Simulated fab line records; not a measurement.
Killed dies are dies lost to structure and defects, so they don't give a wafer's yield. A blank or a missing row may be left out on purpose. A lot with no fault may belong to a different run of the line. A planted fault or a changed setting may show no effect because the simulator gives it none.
Which of the tools did it?    flow gf180mcu    18 wafers sampled from 6 lots at 1 step of a route of 602

== WHAT EACH GAUGE READ, for each wafer ==
GF_V4_THK_MEAS_25: measures by xrf.
lot   measured      on             V4_W_THK (nm)
L784  day 25 11:25  film-metro-03  347 349 350
L789  day 26 14:43  film-metro-03  351 356 354
L791  day 27 03:31  film-metro-03  356 352 348
L796  day 28 17:53  film-metro-04  358 358 355
L798  day 29 12:55  film-metro-02  352 354 353
L801  day 29 22:32  film-metro-02  359 353 349

== TOOL THAT RAN EACH LOT (tool first, then ch and the chambers of the sampled wafers, then the start) ==
No process step before these readings appears in the record.

== THE ANSWER, worked out from the rows above alone ==
Rule: the usual values come from the lots themselves. The widest of any qualifying gaps counts: lots, ordered by their means at a reading, are off when they make up no more than a third of the lots, leave a main group of 4 or more, and stand apart from it by 3 or more times the standard deviation of that group's means. A main group whose means are all the same, to the digits that the tables above print for the reading, isn't used. A lot without any number at a reading at which 4 lots or more have one is off too. Any other lot the step has rows for is counted as sound.
None of the lots is off at any reading shown; this tells nothing.

== WHAT THE SIMULATOR HAD PUT IN ==
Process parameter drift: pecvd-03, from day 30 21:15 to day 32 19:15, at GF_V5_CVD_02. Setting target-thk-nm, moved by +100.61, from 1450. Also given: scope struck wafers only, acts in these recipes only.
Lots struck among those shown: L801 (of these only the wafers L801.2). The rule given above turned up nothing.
